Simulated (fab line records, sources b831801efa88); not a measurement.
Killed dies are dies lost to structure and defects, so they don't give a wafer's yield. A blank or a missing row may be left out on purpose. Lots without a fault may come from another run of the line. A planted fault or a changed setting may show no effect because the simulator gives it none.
Chamber matching | flow sfq_line | SFQ_TRILAYER_I0_CMP_CMP_028 on cmp-02: 4 sister chambers
The step polishes SiO2. 8 wafers are shown with their chamber, then 7 later ones without.

WAFERS WITH THEIR CHAMBER
wafer  | chamber | motor_current_A (A) | time_to_endpoint_s (s)
L587.3 | 3       | 10.5                | 207
L587.2 | 2       | 8.5                 | 208
L589.1 | 3       | 10.0                | 208
L591.3 | 2       | 9.0                 | 216
L591.4 | 1       | 8.8                 | 222
L591.5 | 0       | 10.2                | 223
L593.1 | 0       | 10.3                | 213
L593.4 | 1       | 9.1                 | 218

WAFERS WITHOUT THEIR CHAMBER
wafer  | motor_current_A (A) | time_to_endpoint_s (s)
L593.6 | 9.7                 | 215
L602.3 | 11.2                | 202
L602.1 | 8.5                 | 215
L602.2 | 9.0                 | 222
L603.4 | 8.8                 | 220
L603.5 | 11.0                | 212
L603.6 | 8.8                 | 225

WHICH CHAMBER EACH WENT THROUGH
wafer  | from the rows above               | in truth
L593.6 | can't be placed: 0 or 3 or 1 or 2 | 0
L602.3 | can't be placed: 3 or 0           | 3
L602.1 | can't be placed: 2 or 1           | 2
L602.2 | can't be placed: 1 or 2           | 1
L603.4 | can't be placed: 1 or 2           | 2
L603.5 | can't be placed: 3 or 0           | 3
L603.6 | can't be placed: 1 or 2           | 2
Placed correctly: 0 of 7. Can't be placed from these rows: 7 (the true chamber is among the candidates in 7). Placed wrongly: 0.
How it was worked out, from the rows above alone: a wafer's distance from a chamber is the root of the sum, over the readings, of the square of ((its reading less the chamber's mean) divided by the reading's scatter). The wafer belongs to the nearest chamber; if the next one is less than 2 further off, it can't be placed. A chamber's mean is the mean of its shown wafers. The scatter: the root of (the sum of the squares of (reading less its chamber's mean) over the shown wafers, divided by (wafers less chambers)).
